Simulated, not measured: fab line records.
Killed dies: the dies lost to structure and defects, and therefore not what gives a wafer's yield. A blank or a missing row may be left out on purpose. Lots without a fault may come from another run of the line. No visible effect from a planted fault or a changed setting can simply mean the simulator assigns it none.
The tool behind it: which one?    flow gf180mcu    7 lots, 21 wafers sampled, at 3 steps of a route of 602

## WHAT THE GAUGES SHOWED, per wafer
GF_CONTACT_CD_MEAS_14: target cd 220 nm.
lot   measured      on         cd-nm (nm)
L476  day 16 18:42  cd-sem-02  219.3 220.2 220.1
L479  day 17 19:27  cd-sem-02  221.7 221.2 222.3
L484  day 20 01:58  cd-sem-01  221.4 221.3 220.4
L486  day 20 16:49  cd-sem-02  218.7 219.5 219.7
L493  day 22 23:10  cd-sem-02  220.7 221.0 221.8
L495  day 23 19:28  cd-sem-02  219.3 219.6 220.4
L497  day 24 15:46  cd-sem-01  218.3 219.1 218.9

## TOOL THAT RAN EACH LOT (tool first, then ch and the chambers of the sampled wafers, then the start)
lot   GF_CONTACT_CVD_02                GF_CONTACT_CMP_04
L476  pecvd-01 ch 0,2, day 15 20:28    cmp-02 ch 0,2,3, day 15 20:39
L479  pecvd-01 ch 0,1,2, day 16 19:55  cmp-02 ch 1,2,3, day 16 20:12
L484  pecvd-02 ch 0,1,2, day 19 00:59  cmp-01 ch 0,1,2, day 19 01:11
L486  pecvd-02 ch 0,1,2, day 19 15:36  cmp-02 ch 0,1,3, day 19 15:44
L493  pecvd-04 ch 0,1, day 21 23:23    cmp-02 ch 0,1,3, day 21 23:31
L495  pecvd-02 ch 0,1,2, day 22 20:45  cmp-01 ch 0,1,2, day 22 20:56
L497  pecvd-02 ch 0,1,2, day 23 17:31  cmp-01 ch 0,1,2, day 23 17:41
- GF_CONTACT_CVD_02: deposits SiO2 from TEOS, target thk 860 nm, time 95.992 s.
- GF_CONTACT_CMP_04: polishes SiO2.

## THE ANSWER, worked out from the rows above alone
Rule: what is usual is taken from the lots themselves. Put in order of their means at a reading, lots are off if they are a third of the lots or fewer, leave a main group of 4 or more, and stand apart from it by a gap of 3 or more times the standard deviation of the main group's means; of several such gaps the widest counts. The tables above print the reading to a certain number of digits; a main group whose means all agree to those digits is not used. Also off: a lot with no number at a reading for which 4 or more lots have one. Where the step has rows for the other lots, those lots are counted as sound.
No lot is off on any of the readings shown, so nothing can be concluded from this.

## WHAT WAS PUT IN BY THE SIMULATOR
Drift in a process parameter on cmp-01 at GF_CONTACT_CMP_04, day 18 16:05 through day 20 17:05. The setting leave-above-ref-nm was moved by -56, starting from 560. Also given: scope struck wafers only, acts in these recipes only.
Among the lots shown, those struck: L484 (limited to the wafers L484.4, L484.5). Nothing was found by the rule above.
